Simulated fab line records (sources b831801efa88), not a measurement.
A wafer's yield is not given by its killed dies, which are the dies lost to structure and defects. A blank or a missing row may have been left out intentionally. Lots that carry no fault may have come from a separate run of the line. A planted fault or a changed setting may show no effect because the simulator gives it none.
Chamber matching || flow gf180mcu || hdpcvd-02 running GF_V3_CVD_00: 3 sister chambers
The step deposits SiO2, target thk 600 nm, time 100 s. 3 wafers are shown with their chamber, then 9 later ones without.

== EACH WAFER AND ITS CHAMBER ==
{"wafer": "L361.3", "chamber": 2, "sih4FlowSccm (sccm)": 59.80}
{"wafer": "L363.2", "chamber": 1, "sih4FlowSccm (sccm)": 59.94}
{"wafer": "L363.3", "chamber": 0, "sih4FlowSccm (sccm)": 60.10}

== WAFERS WITHOUT THEIR CHAMBER ==
{"wafer": "L363.5", "sih4FlowSccm (sccm)": 59.73}
{"wafer": "L364.1", "sih4FlowSccm (sccm)": 60.24}
{"wafer": "L364.3", "sih4FlowSccm (sccm)": 59.96}
{"wafer": "L364.5", "sih4FlowSccm (sccm)": 60.48}
{"wafer": "L366.3", "sih4FlowSccm (sccm)": 60.09}
{"wafer": "L366.5", "sih4FlowSccm (sccm)": 59.58}
{"wafer": "L366.6", "sih4FlowSccm (sccm)": 60.22}
{"wafer": "L377.5", "sih4FlowSccm (sccm)": 59.96}
{"wafer": "L377.6", "sih4FlowSccm (sccm)": 60.19}

== THE CHAMBER EACH PASSED THROUGH ==
{"wafer": "L363.5", "from the rows above": "can't be placed: 2 or 1 or 0", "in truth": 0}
{"wafer": "L364.1", "from the rows above": "can't be placed: 0 or 1 or 2", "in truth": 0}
{"wafer": "L364.3", "from the rows above": "can't be placed: 1 or 0 or 2", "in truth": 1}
{"wafer": "L364.5", "from the rows above": "can't be placed: 0 or 1 or 2", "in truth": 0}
{"wafer": "L366.3", "from the rows above": "can't be placed: 0 or 1 or 2", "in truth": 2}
{"wafer": "L366.5", "from the rows above": "can't be placed: 2 or 1 or 0", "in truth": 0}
{"wafer": "L366.6", "from the rows above": "can't be placed: 0 or 1 or 2", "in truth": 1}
{"wafer": "L377.5", "from the rows above": "can't be placed: 1 or 0 or 2", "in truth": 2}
{"wafer": "L377.6", "from the rows above": "can't be placed: 0 or 1 or 2", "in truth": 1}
Placed correctly: 0 of 9. Can't be placed from these rows: 9 (the true chamber is among the candidates in 9). Wrongly placed: 0.
How it was worked out, from the rows above alone: a wafer's distance from a chamber is the root of the sum, over the readings, of the square of ((its reading less the chamber's mean) divided by the reading's scatter). The wafer belongs to the nearest chamber; if the next one is less than 2 further off, it can't be placed. The mean given for a chamber averages the wafers shown for that chamber. The scatter: root of mean squared gap, hidden wafer to nearest shown wafer, with one shown wafer a chamber.
